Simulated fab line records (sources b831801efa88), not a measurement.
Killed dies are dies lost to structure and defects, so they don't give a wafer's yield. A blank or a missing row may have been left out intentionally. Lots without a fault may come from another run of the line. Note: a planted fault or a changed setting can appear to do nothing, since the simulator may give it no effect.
The same fault as seen by 2 desks ; flow sfqLine ; what lay behind the numbers comes last; until then each desk has only its own

## FOR THE TOOL OWNER'S DESK: lithoTrack-03
The tool's own readings at SFQ_TRILAYER_L0_LITHO_COAT_005 (resist thk 600 nm): means of the sampled wafers that have a number, for each lot that ran on this tool. Any lot whose mean is over 4 standard deviations away from the usual mean is out of limits and marked OUT; that distance is given in the brackets.
Columns: A = dispensePressureKPa at SFQ_TRILAYER_L0_LITHO_COAT_005, usual 51 kPa; B = spinSpeedRpm at SFQ_TRILAYER_L0_LITHO_COAT_005, usual 2999.9 rpm
lot;first seen here;A;B
L802;day 4 06:05;52;3001.8
L806;day 5 02:05;52;3002.0
Finding of this desk: none of the 2 lots has anything out of limits.

## THE METROLOGY DESK
What the gauges read for every lot (on any tool): the sampled wafers with a number, averaged. Any lot whose mean is over 4 standard deviations away from the usual mean is out of limits and marked OUT; that distance is given in the brackets.
Columns: A = INCOMING_BOW at SFQ_INCOMING_BOW_MEAS_900, usual 1 um; B = L0_MONX_KI_RS at SFQ_L0_RS_MEAS_901, usual 43.7 ohm/sq; C = L0_MONX_KI_THK at SFQ_L0_THK_MEAS_902, usual 40.1 nm
lot;first seen here;A;B;C
L789;day 1 10:00;-9;44.1;40.3
L802;day 4 03:01;0;43.3;40.2
L806;day 4 23:01;-3;44.1;39.4
L811;day 6 00:00;7;43.5;40.0
L812;day 6 05:04;-7;44.0;39.6
Finding of this desk: none of the 5 lots has anything out of limits.

## ALL TOGETHER
The desk of the tool owner found nothing out of limits.
Metrology desk: nothing out of limits seen.

## WHAT THE SIMULATOR HAD INSERTED
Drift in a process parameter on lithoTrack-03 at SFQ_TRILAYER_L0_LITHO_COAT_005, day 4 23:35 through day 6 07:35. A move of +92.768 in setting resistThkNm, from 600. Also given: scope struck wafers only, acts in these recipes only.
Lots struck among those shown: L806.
